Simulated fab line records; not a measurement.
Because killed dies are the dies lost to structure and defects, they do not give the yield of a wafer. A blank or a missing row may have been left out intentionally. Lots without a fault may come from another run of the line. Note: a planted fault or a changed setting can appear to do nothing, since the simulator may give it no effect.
fab line records	flow gf180mcu	part 1 of 2: steps 1 to 27 of 37
[record] lots = 5	wafers = 15	last_day = 31
route steps=602 shown SAB@272 SALICIDE@278 CONTACT@287
lots that met no fault: from a run of the same line without faults
start_h: the number of hours between the record's first day and the start of the first shown wafer of the lot	wait_h: hours elapsed since this lot's preceding step	" the same as in the row above	L1.1+2: a single row standing in for several wafers	- value missing, or start not given	* or withheld: withheld	< > ~ a bound
route shown NAME@n: a module of which the file shows steps, and the number in the route of the first	usual: mean/standard deviation of fault-free wafers	same: alike in all rows	chamber/n: place in a boat	sites: the reading at each site	_std_site: how widely they spread, as a standard deviation	_edge_site: outer sites' mean less inner sites'	radius_mm: for every site, how far away it sits from the centre of the wafer	mask NAME#n: copy n	behind: tool/chamber where the wafer was last shaped	hold: the reason the lot was held/the length of the hold in hours/how it ended	device: which transistor (n, p or np) failed to switch	end of line: tests of these same wafers at the route's end	a step given without rows: its recipe and nothing more	killed: dies lost to structure and defects at the first sort, not the wafer's yield	map: a wafer's dies, marking killed ones x, the rest . and places with no die _
set.NAME: the setting the step ran with; set.NAME@STEP: the setting that earlier step ran with	model.NAME: the simulator's own value behind a step, which no gauge read
a table for each step, a row for each wafer; lots at some steps of the route
services: when a tool's chamber went out of use (start_h, in hours from the record's first day, below 0 if earlier), for how many hours, and the reason
[[steps]]
[step GF_SAB_DEVELOP_08]
[recipe] develop_time_s = 60	dev_temp_c = 23
[usual] exhaust_pa = 45.1/0.97
[same] develop_time_s = 60
lot.wafer	tool	chamber	start_h	wait_h	exhaust_pa
L076.3	litho_track-02	0	357.41	0.1	45.8
L076.4	"	0	"	"	45.7
L076.5	"	0	"	"	45.4
L078.1	litho_track-01	0	375.36	0.1	44.5
L078.3	"	0	"	"	43.8
L078.4	"	0	"	"	44.9
L079.2	litho_track-01	0	382.83	0.1	44.3
L079.3	"	0	"	"	45.1
L079.4	"	0	"	"	42.7
L081.2	litho_track-01	0	396.83	0.1	43.6
L081.4	"	0	"	"	43.7
L081.5	"	0	"	"	44.3
L083.1	litho_track-02	0	417.56	0.1	45.9
L083.2	"	0	"	"	44.4
L083.4	"	0	"	"	44.7
[step GF_SAB_CD_MEAS_09]
[recipe] target_cd_nm = 420
[usual] cd_nm = 419.9/2.5
lot.wafer	tool	chamber	start_h	wait_h	cd_nm
L076.3	cd_sem-01	-	357.55	0.1	420.7
L076.4	"	-	"	"	422.6
L076.5	"	-	"	"	420.0
L078.1	cd_sem-02	-	375.51	0.1	418.3
L078.3	"	-	"	"	418.8
L078.4	"	-	"	"	418.8
L079.2	cd_sem-01	-	382.98	0.1	424.8
L079.3	"	-	"	"	424.3
L079.4	"	-	"	"	424.3
L081.2	cd_sem-02	-	396.98	0.1	423.9
L081.4	"	-	"	"	422.7
L081.5	"	-	"	"	421.2
L083.1	cd_sem-02	-	417.71	0.1	418.5
L083.2	"	-	"	"	419.9
L083.4	"	-	"	"	418.5
[step GF_SAB_OVL_MEAS_10]
[usual] SAB_OVL = 1.2/1.4
lot.wafer	tool	chamber	start_h	wait_h	SAB_OVL[nm]
L076.3	overlay-02	-	357.64	0.1	-1.5
L076.4	"	-	"	"	-1.4
L076.5	"	-	"	"	-2.6
L078.1	overlay-02	-	375.63	0.1	0.0
L078.3	"	-	"	"	0.3
L078.4	"	-	"	"	-1.3
L079.2	overlay-02	-	383.08	0.1	2.8
L079.3	"	-	"	"	3.3
L079.4	"	-	"	"	3.4
L081.2	overlay-02	-	397.08	0.1	1.6
L081.4	"	-	"	"	1.1
L081.5	"	-	"	"	3.2
L083.1	overlay-02	-	417.83	0.1	1.9
L083.2	"	-	"	"	1.7
L083.4	"	-	"	"	2.1
[step GF_SAB_ETCH_11]
[recipe] chemistry = C4F8/O2/Ar	mask_material = NOVOLAK	target = SiO2	target_depth_nm = 55	source_w = 1500	bias_w = 1200	pressure_mtorr = 40	c4f8_flow_sccm = withheld	O2_flow_sccm = 6	Ar_flow_sccm = 300	time_s = 8.5
[usual] bias_w = 1201/3.1	oes_product_au = 0.998/0.0096
lot.wafer	tool	chamber	start_h	wait_h	bias_w	oes_product_au	rf_hours_counter_h
L076.3	rie_diel-03	2	357.66	0.0	1199	0.996	2
L076.4	"	3	"	"	1200	0.994	33
L076.5	"	3	"	"	1203	0.998	-
L078.1	rie_diel-02	2	375.66	0.0	1200	0.986	35
L078.3	"	1	"	"	1197	0.996	10
L078.4	"	3	"	"	1204	1.004	15
L079.2	rie_diel-02	3	383.11	0.0	1205	0.993	15
L079.3	"	1	"	"	1195	0.998	11
L079.4	"	0	"	"	1200	0.983	14
L081.2	rie_diel-02	0	397.11	0.0	1198	0.987	14
L081.4	"	3	"	"	1198	0.999	15
L081.5	"	2	"	"	1198	0.992	-
L083.1	rie_diel-04	2	417.86	0.0	1196	0.999	13
L083.2	"	1	"	"	1205	1.013	5
L083.4	"	0	"	"	1202	1.009	22
[step GF_SAB_WET_ETCH_12]
[recipe] chemistry = dHF	target_depth_nm = 22	dry = n2_spin	target = SiO2	temp_c = 25	dilution = 100:1	time_s = 440
lot.wafer	tool	chamber	start_h	wait_h
L076.3+4+5	wet_bench-01	0	357.69	0.0
L078.1+3+4	wet_bench-03	0	375.68	0.0
L079.2+3+4	wet_bench-03	2	383.13	0.0
L081.2+4+5	wet_bench-04	1	397.13	0.0
L083.1+2+4	wet_bench-04	3	417.89	0.0
[step GF_SAB_STRIP_13]
[recipe] chemistry = O2/N2	power_w = 1400	pressure_mtorr = 1500	platen_temp_c = 250	o2_flow_sccm = 3000	n2_flow_sccm = 300	overash_fraction = 0.5
[usual] drypump_motor_current_A = 5.7/0.33	heater_power_w = 327/10	oes_product_au = 0.709/0.0043	strip_time_to_endpoint_s = 12.616/0.03
lot.wafer	tool	chamber	start_h	wait_h	drypump_motor_current_A	heater_power_w	oes_product_au	rf_hours_counter_h	strip_time_to_endpoint_s
L076.3	plasma_asher-02	1	357.88	0.0	5.8	329	0.710	-	12.578
L076.4	"	0	"	"	5.5	317	0.709	-	12.648
L076.5	"	1	"	"	5.9	330	0.705	-	12.672
L078.1	plasma_asher-03	1	375.81	0.0	6.3	334	0.706	59	12.573
L078.3	"	0	"	"	5.4	334	0.713	-	12.560
L078.4	"	1	"	"	6.2	326	0.709	-	12.596
L079.2	plasma_asher-03	1	383.26	0.0	6.2	334	0.710	59	12.642
L079.3	"	0	"	"	5.4	336	0.703	-	12.661
L079.4	"	1	"	"	6.2	337	0.706	-	12.650
L081.2	plasma_asher-02	1	397.26	0.0	5.8	320	0.705	73	12.649
L081.4	"	0	"	"	5.5	310	0.704	-	12.626
L081.5	"	1	"	"	5.8	324	0.704	-	12.568
L083.1	plasma_asher-03	1	418.02	0.0	6.2	329	0.709	64	12.608
L083.2	"	0	"	"	5.4	330	0.710	64	12.619
L083.4	"	1	"	"	6.2	339	0.710	-	12.617
[step GF_SALICIDE_CLEAN_00]
[recipe] chemistry = SC1/SC2	mix = 1:4:20	temp_c = 70	time_s = 150
lot.wafer	tool	chamber	start_h	wait_h
L076.3+4+5	wet_bench-02	1	357.94	0.0
L078.1+3+4	wet_bench-01	0	375.91	0.1
L079.2+3+4	wet_bench-01	2	383.36	0.1
L081.2+4+5	wet_bench-02	1	397.36	0.1
L083.1+2+4	wet_bench-01	0	418.12	0.1
[step GF_SALICIDE_WET_ETCH_01]
[recipe] chemistry = dHF	target_depth_nm = 5	dry = ipa_marangoni	target = SiO2	temp_c = 25	dilution = 100:1	time_s = 100
lot.wafer	tool	chamber	start_h	wait_h
L076.3+4+5	wet_bench-04	3	357.99	0.0
L078.1+3+4	wet_bench-02	3	375.97	0.0
L079.2+3+4	wet_bench-02	2	383.42	0.0
L081.2+4+5	wet_bench-01	2	397.41	0.0
L083.1+2+4	wet_bench-02	0	418.17	0.0
[step GF_SALICIDE_SPUTTER_02]
[recipe] material = Co	target_thk_nm = 10	power_w = 1000	time_s = 20	chamber_pressure_pa = 0.4
[usual] throttle_valve_pct = 29.9/0.75
lot.wafer	tool	chamber	start_h	wait_h	throttle_valve_pct
L076.3	pvd_sputter-03	-	358.03	0.0	30.2
L076.4	"	-	"	"	30.3
L076.5	"	-	"	"	29.5
L078.1	pvd_sputter-01	-	376.00	0.0	29.8
L078.3	"	-	"	"	29.1
L078.4	"	-	"	"	30.9
L079.2	pvd_sputter-03	-	383.45	0.0	29.7
L079.3	"	-	"	"	29.3
L079.4	"	-	"	"	30.3
L081.2	pvd_sputter-01	-	397.45	0.0	29.1
L081.4	"	-	"	"	30.9
L081.5	"	-	"	"	28.9
L083.1	pvd_sputter-01	-	418.22	0.0	29.3
L083.2	"	-	"	"	29.3
L083.4	"	-	"	"	29.4
[step GF_SALICIDE_SPUTTER_03]
[recipe] material = TiN	target_thk_nm = 20	power_w = 6500	time_s = 16.7	chamber_pressure_pa = 0.4
[usual] throttle_valve_pct = 29.9/0.81
lot.wafer	tool	chamber	start_h	wait_h	throttle_valve_pct
L076.3	pvd_sputter-03	-	358.06	0.0	30.2
L076.4	"	-	"	"	30.9
L076.5	"	-	"	"	29.2
L078.1	pvd_sputter-01	-	376.03	0.0	29.8
L078.3	"	-	"	"	29.0
L078.4	"	-	"	"	31.0
L079.2	pvd_sputter-03	-	383.48	0.0	29.6
L079.3	"	-	"	"	29.3
L079.4	"	-	"	"	30.3
L081.2	pvd_sputter-01	-	397.48	0.0	28.8
L081.4	"	-	"	"	30.8
L081.5	"	-	"	"	29.2
L083.1	pvd_sputter-01	-	418.24	0.0	29.2
L083.2	"	-	"	"	29.4
L083.4	"	-	"	"	29.1
[step GF_SALICIDE_RS_MEAS_04]
[recipe] thk_meas_gauge = four-point-probe	reads = TiN_of_SALICIDE_SPUTTER_03+Co_of_SALICIDE_SPUTTER_02
[usual] SALICIDE_TIN_RS = 16.4/0.33
lot.wafer	tool	chamber	start_h	wait_h	SALICIDE_TIN_RS[ohm/sq]
L076.3	film_metro-01	-	358.13	0.1	16.6
L076.4	"	-	"	"	16.6
L076.5	"	-	"	"	16.7
L078.1	film_metro-01	-	376.06	0.0	16.3
L078.3	"	-	"	"	16.5
L078.4	"	-	"	"	16.8
L079.2	film_metro-01	-	383.53	0.0	16.6
L079.3	"	-	"	"	16.4
L079.4	"	-	"	"	16.7
L081.2	film_metro-03	-	397.53	0.0	16.1
L081.4	"	-	"	"	16.1
L081.5	"	-	"	"	16.1
L083.1	film_metro-02	-	418.27	0.0	16.2
L083.2	"	-	"	"	16.4
L083.4	"	-	"	"	16.3
[step GF_SALICIDE_THK_MEAS_05]
[recipe] thk_meas_gauge = xrf	reads = TiN_of_SALICIDE_SPUTTER_03
[usual] SALICIDE_TIN_THK = 20.11/0.28
lot.wafer	tool	chamber	start_h	wait_h	SALICIDE_TIN_THK[nm]
L076.3	film_metro-01	-	358.23	0.1	20.15
L076.4	"	-	"	"	20.13
L076.5	"	-	"	"	19.96
L078.1	film_metro-01	-	376.18	0.1	19.95
L078.3	"	-	"	"	20.05
L078.4	"	-	"	"	19.58
L079.2	film_metro-01	-	383.64	0.1	20.14
L079.3	"	-	"	"	20.12
L079.4	"	-	"	"	20.11
L081.2	film_metro-03	-	397.64	0.1	20.15
L081.4	"	-	"	"	20.31
L081.5	"	-	"	"	20.18
L083.1	film_metro-02	-	418.39	0.1	19.75
L083.2	"	-	"	"	20.35
L083.4	"	-	"	"	19.81
[step GF_SALICIDE_RTA_06]
[recipe] temp_c = 530	time_s = 30	ambient = N2
[usual] lamp_power_pct = 6.39/0.15	wafer_temp_C_max = 532.3/0.82
lot.wafer	tool	chamber	start_h	wait_h	lamp_power_pct	wafer_temp_C_max
L076.3	rtp_anneal-02	0	358.30	0.1	6.18	531.9
L076.4	"	0	"	"	6.18	531.3
L076.5	"	0	"	"	6.18	530.7
L078.1	rtp_anneal-02	0	376.24	0.1	6.19	531.3
L078.3	"	0	"	"	6.18	530.5
L078.4	"	0	"	"	6.19	531.6
L079.2	rtp_anneal-01	0	383.71	0.1	6.49	532.0
L079.3	"	0	"	"	6.50	532.1
L079.4	"	0	"	"	6.50	531.9
L081.2	rtp_anneal-01	0	397.70	0.1	6.50	533.0
L081.4	"	0	"	"	6.50	532.2
L081.5	"	0	"	"	6.49	532.4
L083.1	rtp_anneal-01	0	418.45	0.1	6.50	533.0
L083.2	"	0	"	"	6.49	533.2
L083.4	"	0	"	"	6.49	532.4
[step GF_SALICIDE_WET_ETCH_07]
[recipe] chemistry = SPM	target_depth_nm = 120	dry = n2_spin
lot.wafer	tool	chamber	start_h	wait_h
L076.3+4+5	wet_bench-04	2	358.37	0.1
L078.1+3+4	wet_bench-04	0	376.34	0.1
L079.2+3+4	wet_bench-04	3	383.79	0.1
L081.2+4+5	wet_bench-04	0	397.79	0.1
L083.1+2+4	wet_bench-04	3	418.55	0.1
[step GF_SALICIDE_RTA_08]
[recipe] temp_c = 800	time_s = 30	ambient = N2
[usual] lamp_power_pct = 17.5/0.42	wafer_temp_C_max = 803.1/1.1
lot.wafer	tool	chamber	start_h	wait_h	lamp_power_pct	wafer_temp_C_max
L076.3	rtp_anneal-01	0	358.50	0.0	18.0	804.6
L076.4	"	0	"	"	18.0	804.7
L076.5	"	0	"	"	18.0	803.3
L078.1	rtp_anneal-01	0	376.43	0.0	18.1	803.7
L078.3	"	0	"	"	18.1	803.5
L078.4	"	0	"	"	18.0	804.6
L079.2	rtp_anneal-02	0	383.90	0.0	17.2	802.1
L079.3	"	0	"	"	17.2	802.1
L079.4	"	0	"	"	17.2	802.4
L081.2	rtp_anneal-02	0	397.90	0.0	17.2	802.5
L081.4	"	0	"	"	17.2	802.7
L081.5	"	0	"	"	17.2	802.2
L083.1	rtp_anneal-02	0	418.64	0.0	17.2	803.6
L083.2	"	0	"	"	17.2	803.2
L083.4	"	0	"	"	17.2	801.8
[step GF_CONTACT_CVD_00]
[recipe] material = SiO2	target_thk_nm = 300	sigma_open_frac = 0.3	temp_c = 400	time_s = 50	sih4_flow_sccm = 60	pressure_mtorr = 6
lot.wafer	tool	chamber	start_h	wait_h
L076.3+4+5	hdpcvd-02	0,2,1	358.57	0.1
L078.1+3+4	hdpcvd-01	1,2,1	376.53	0.1
L079.2+3+4	hdpcvd-01	1,2,1	383.98	0.1
L081.2+4+5	hdpcvd-01	0,0,1	397.98	0.1
L083.1+2+4	hdpcvd-02	0,1,2	418.74	0.1
[step GF_CONTACT_THK_MEAS_01]
[recipe] reads = SiO2_of_CONTACT_CVD_00
[usual] CONTACT_CVD_00_THK = 297/3.3
lot.wafer	tool	chamber	start_h	wait_h	CONTACT_CVD_00_THK[nm]
L076.3	film_metro-02	-	358.63	0.0	293
L076.4	"	-	"	"	301
L076.5	"	-	"	"	297
L078.1	film_metro-04	-	376.57	0.0	298
L078.3	"	-	"	"	301
L078.4	"	-	"	"	294
L079.2	film_metro-04	-	384.03	0.0	297
L079.3	"	-	"	"	298
L079.4	"	-	"	"	297
L081.2	film_metro-02	-	398.03	0.0	300
L081.4	"	-	"	"	294
L081.5	"	-	"	"	299
L083.1	film_metro-03	-	418.79	0.0	296
L083.2	"	-	"	"	297
L083.4	"	-	"	"	296
[step GF_CONTACT_CVD_02]
[recipe] material = SiO2	target_thk_nm = 860	precursor = TEOS	temp_c = 400	time_s = 95.992	rf_w = 600
[usual] heater_power_w = 541/100
lot.wafer	tool	chamber	start_h	wait_h	heater_power_w
L076.3	pecvd-04	1	358.67	0.0	426
L076.4	"	1	"	"	466
L076.5	"	2	"	"	538
L078.1	pecvd-01	2	376.63	0.1	507
L078.3	"	1	"	"	600
L078.4	"	2	"	"	529
L079.2	pecvd-04	0	384.08	0.0	485
L079.3	"	1	"	"	450
L079.4	"	1	"	"	484
L081.2	pecvd-02	0	398.08	0.0	375
L081.4	"	2	"	"	510
L081.5	"	0	"	"	405
L083.1	pecvd-04	1	418.85	0.1	434
L083.2	"	2	"	"	663
L083.4	"	1	"	"	465
[step GF_CONTACT_THK_MEAS_03]
[recipe] reads = SiO2_of_CONTACT_CVD_02
[usual] CONTACT_CVD_02_THK = 860/11
lot.wafer	tool	chamber	start_h	wait_h	CONTACT_CVD_02_THK[nm]
L076.3	film_metro-02	-	358.76	0.1	856
L076.4	"	-	"	"	865
L076.5	"	-	"	"	874
L078.1	film_metro-03	-	376.70	0.0	843
L078.3	"	-	"	"	842
L078.4	"	-	"	"	856
L079.2	film_metro-02	-	384.16	0.0	853
L079.3	"	-	"	"	846
L079.4	"	-	"	"	872
L081.2	film_metro-03	-	398.16	0.0	851
L081.4	"	-	"	"	874
L081.5	"	-	"	"	866
L083.1	film_metro-02	-	418.92	0.0	862
L083.2	"	-	"	"	859
L083.4	"	-	"	"	876
[step GF_CONTACT_CMP_04]
[recipe] material = SiO2	down_force_psi = 4	platen_rpm = 60	pad_velocity_m_s = 0.94248
[usual] motor_current_A = 12.2/1.4	time_to_endpoint_s = 113/5.2
lot.wafer	tool	chamber	start_h	wait_h	motor_current_A	time_to_endpoint_s
L076.4	cmp-01	0	358.80	0.0	11.2	118
L076.3	"	3	"	"	14.5	111
L076.5	"	1	"	"	11.2	120
L078.4	cmp-02	3	376.76	0.0	11.7	112
L078.1	"	0	"	"	14.6	112
L078.3	"	2	"	"	12.5	117
L079.2	cmp-02	3	384.21	0.0	11.3	110
L079.3	"	0	"	"	14.2	110
L079.4	"	1	"	"	11.1	117
L081.2	cmp-01	3	398.26	0.1	13.8	111
L081.4	"	0	"	"	11.3	126
L081.5	"	3	"	"	15.2	115
L083.4	cmp-02	3	419.03	0.1	11.0	108
L083.1	"	0	"	"	14.9	111
L083.2	"	1	"	"	10.8	108
[step GF_CONTACT_BOW_MEAS_05]
[recipe] mode = bow
[usual] CONTACT_BOW = 66/6.7
lot.wafer	tool	chamber	start_h	wait_h	CONTACT_BOW[um]
L076.3	film_metro-04	-	359.14	0.1	67
L076.4	"	-	"	"	77
L076.5	"	-	"	"	77
L078.1	film_metro-02	-	377.06	0.2	73
L078.3	"	-	"	"	69
L078.4	"	-	"	"	74
L079.2	film_metro-04	-	384.53	0.3	67
L079.3	"	-	"	"	69
L079.4	"	-	"	"	50
L081.2	film_metro-03	-	398.53	0.2	76
L081.4	"	-	"	"	67
L081.5	"	-	"	"	70
L083.1	film_metro-03	-	419.28	0.1	69
L083.2	"	-	"	"	51
L083.4	"	-	"	"	57
[step GF_CONTACT_DEHYDRATE_06]
[recipe] temp_c = 200	time_s = 60
[usual] exhaust_pa = 45.1/0.87	plate_temp_C = 200.03/0.14
lot.wafer	tool	chamber	start_h	wait_h	exhaust_pa	plate_temp_C
L076.3	litho_track-02	0	370.41	11.2	44.9	200.10
L076.4	"	0	"	"	46.6	199.92
L076.5	"	0	"	"	44.8	200.09
L078.1	litho_track-01	0	387.86	10.8	44.2	200.11
L078.3	"	0	"	"	46.0	199.99
L078.4	"	0	"	"	45.3	199.93
L079.2	litho_track-01	0	395.93	11.4	44.1	200.07
L079.3	"	0	"	"	43.7	200.12
L079.4	"	0	"	"	44.8	199.96
L081.2	litho_track-01	0	408.83	10.3	44.8	200.05
L081.4	"	0	"	"	45.0	200.01
L081.5	"	0	"	"	44.9	200.14
L083.1	litho_track-04	0	431.21	11.9	45.7	200.02
L083.2	"	0	"	"	44.7	199.79
L083.4	"	0	"	"	45.6	199.92
[step GF_CONTACT_HMDS_07]
[recipe] prime_time_s = 60	prime_temp_c = 120
[usual] exhaust_pa = 45.1/0.8
[same] prime_time_s = 60
lot.wafer	tool	chamber	start_h	wait_h	exhaust_pa
L076.3	litho_track-02	0	370.56	0.1	44.6
L076.4	"	0	"	"	43.4
L076.5	"	0	"	"	43.7
L078.1	litho_track-01	0	388.01	0.1	44.5
L078.3	"	0	"	"	44.0
L078.4	"	0	"	"	44.5
L079.2	litho_track-01	0	396.08	0.1	44.3
L079.3	"	0	"	"	45.0
L079.4	"	0	"	"	44.6
L081.2	litho_track-01	0	408.98	0.1	46.2
L081.4	"	0	"	"	45.3
L081.5	"	0	"	"	45.3
L083.1	litho_track-04	0	431.36	0.1	44.5
L083.2	"	0	"	"	44.7
L083.4	"	0	"	"	44.9
[step GF_CONTACT_COAT_08]
[recipe] resist = BARC	temp_c = withheld	time_s = withheld	spin_rpm = withheld	resist_thk_nm = withheld
[usual] exhaust_pa = 44.9/0.9
lot.wafer	tool	chamber	start_h	wait_h	exhaust_pa
L076.3	litho_track-02	0	370.71	0.1	45.4
L076.4	"	0	"	"	44.4
L076.5	"	0	"	"	45.4
L078.1	litho_track-01	0	388.16	0.1	45.7
L078.3	"	0	"	"	46.2
L078.4	"	0	"	"	46.5
L079.2	litho_track-01	0	396.23	0.1	44.3
L079.3	"	0	"	"	44.9
L079.4	"	0	"	"	44.8
L081.2	litho_track-01	0	409.13	0.1	45.2
L081.4	"	0	"	"	46.1
L081.5	"	0	"	"	46.7
L083.1	litho_track-04	0	431.51	0.1	45.6
L083.2	"	0	"	"	45.0
L083.4	"	0	"	"	44.3
[step GF_CONTACT_COAT_09]
[recipe] resist = KrF	spin_rpm = withheld	resist_thk_nm = 1000
[usual] exhaust_pa = 44.8/0.95
lot.wafer	tool	chamber	start_h	wait_h	exhaust_pa
L076.3	litho_track-02	0	-	-	45.0
L076.4	"	0	"	"	45.7
L076.5	"	0	"	"	45.8
L078.1	litho_track-01	0	-	-	45.5
L078.3	"	0	"	"	46.1
L078.4	"	0	"	"	47.3
L079.2	litho_track-01	0	-	-	45.0
L079.3	"	0	"	"	43.7
L079.4	"	0	"	"	44.0
L081.2	litho_track-01	0	-	-	45.0
L081.4	"	0	"	"	43.6
L081.5	"	0	"	"	44.9
L083.1	litho_track-04	0	-	-	45.6
L083.2	"	0	"	"	46.3
L083.4	"	0	"	"	45.8
[step GF_CONTACT_SOFTBAKE_10]
[recipe] temp_c = 130	time_s = 60	resist = KrF
[usual] exhaust_pa = 45.4/0.87	plate_temp_C = 130.01/0.13
lot.wafer	tool	chamber	start_h	wait_h	exhaust_pa	plate_temp_C
L076.3	litho_track-02	0	-	-	45.2	130.03
L076.4	"	0	"	"	45.1	129.98
L076.5	"	0	"	"	44.8	129.99
L078.1	litho_track-01	0	-	-	44.8	129.95
L078.3	"	0	"	"	46.4	130.05
L078.4	"	0	"	"	45.1	130.06
L079.2	litho_track-01	0	-	-	45.4	130.16
L079.3	"	0	"	"	45.7	130.17
L079.4	"	0	"	"	45.1	130.35
L081.2	litho_track-01	0	-	-	45.8	130.07
L081.4	"	0	"	"	45.5	129.91
L081.5	"	0	"	"	46.0	130.07
L083.1	litho_track-04	0	-	-	46.4	129.93
L083.2	"	0	"	"	45.4	130.06
L083.4	"	0	"	"	45.4	129.92
[step GF_CONTACT_EXPOSE_11]
[recipe] mask_id = Contact	target_cd_nm = 220	na = 0.68	source_shape = conventional	sigma_outer = 0.6	dose_mj = 38
lot.wafer	tool	chamber	start_h	wait_h	mask
L076.3+4+5	krf_scanner-01	0	-	-	Contact#0
L078.1+3+4	krf_scanner-01	0	-	-	Contact#0
L079.2+3+4	krf_scanner-01	0	-	-	Contact#0
L081.2+4+5	krf_scanner-01	0	-	-	Contact#0
L083.1+2+4	krf_scanner-02	0	-	-	Contact#0
